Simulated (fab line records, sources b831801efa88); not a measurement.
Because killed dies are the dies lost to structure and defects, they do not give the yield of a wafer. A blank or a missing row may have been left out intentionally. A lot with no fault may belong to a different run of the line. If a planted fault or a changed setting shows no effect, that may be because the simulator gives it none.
Matching of chambers || flow gf180mcu || GF_V1_CVD_02 on pecvd-02: 3 sister chambers
The step deposits SiO2 from TEOS, target thk 850 nm, time 94.851 s. 17 wafers are shown with their chamber, then 8 later ones without.

== WAFERS PAIRED WITH THEIR CHAMBERS ==
{"wafer": "L279.4", "chamber": 0, "heater_power_w (W)": 675}
{"wafer": "L279.5", "chamber": 1, "heater_power_w (W)": 574}
{"wafer": "L279.6", "chamber": 2, "heater_power_w (W)": 769}
{"wafer": "L284.1", "chamber": 2, "heater_power_w (W)": 695}
{"wafer": "L284.2", "chamber": 0, "heater_power_w (W)": 656}
{"wafer": "L284.6", "chamber": 2, "heater_power_w (W)": 744}
{"wafer": "L285.1", "chamber": 2, "heater_power_w (W)": 718}
{"wafer": "L285.5", "chamber": 0, "heater_power_w (W)": 538}
{"wafer": "L285.6", "chamber": 2, "heater_power_w (W)": 744}
{"wafer": "L292.3", "chamber": 2, "heater_power_w (W)": 686}
{"wafer": "L292.6", "chamber": 0, "heater_power_w (W)": 536}
{"wafer": "L294.3", "chamber": 2, "heater_power_w (W)": 663}
{"wafer": "L294.6", "chamber": 0, "heater_power_w (W)": 525}
{"wafer": "L296.3", "chamber": 1, "heater_power_w (W)": 628}
{"wafer": "L296.4", "chamber": 1, "heater_power_w (W)": 495}
{"wafer": "L296.5", "chamber": 0, "heater_power_w (W)": 530}
{"wafer": "L299.4", "chamber": 2, "heater_power_w (W)": 762}

SIGNATURES (averages over the wafers above)
{"reading": "heater_power_w", "chamber 0": 576.67, "chamber 1": 565.67, "chamber 2": 722.62, "scatter within a chamber": 55.6}
Rule: distance of a wafer from a chamber = root of the sum over the readings of ((wafer's reading minus chamber's mean) / reading's scatter) squared. If the next closest chamber is less than 2 further off than the closest, the wafer can't be placed; otherwise it belongs to the closest. The scatter is the square root of a quotient: the sum, over the shown wafers, of each reading's squared deviation from its chamber's mean, divided by wafers minus chambers.

== WAFERS WITH NO CHAMBER GIVEN ==
{"wafer": "L299.5", "heater_power_w (W)": 499}
{"wafer": "L299.6", "heater_power_w (W)": 696}
{"wafer": "L300.3", "heater_power_w (W)": 606}
{"wafer": "L300.4", "heater_power_w (W)": 638}
{"wafer": "L300.5", "heater_power_w (W)": 713}
{"wafer": "L301.1", "heater_power_w (W)": 618}
{"wafer": "L301.4", "heater_power_w (W)": 479}
{"wafer": "L301.5", "heater_power_w (W)": 693}

== EACH ONE'S CHAMBER ==
{"wafer": "L299.5", "from the rows above": "can't be placed: 1 or 0", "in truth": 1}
{"wafer": "L299.6", "from the rows above": "can't be placed: 2 or 0 or 1", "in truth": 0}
{"wafer": "L300.3", "from the rows above": "can't be placed: 0 or 1 or 2", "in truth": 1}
{"wafer": "L300.4", "from the rows above": "can't be placed: 0 or 1 or 2", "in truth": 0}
{"wafer": "L300.5", "from the rows above": 2, "in truth": 2}
{"wafer": "L301.1", "from the rows above": "can't be placed: 0 or 1 or 2", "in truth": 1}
{"wafer": "L301.4", "from the rows above": "can't be placed: 1 or 0", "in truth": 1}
{"wafer": "L301.5", "from the rows above": "can't be placed: 2 or 0 or 1", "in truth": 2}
Correct placement for 1 of the 8. Can't be placed from these rows: 7 (the true chamber is among the candidates in 7). Wrongly placed: 0.
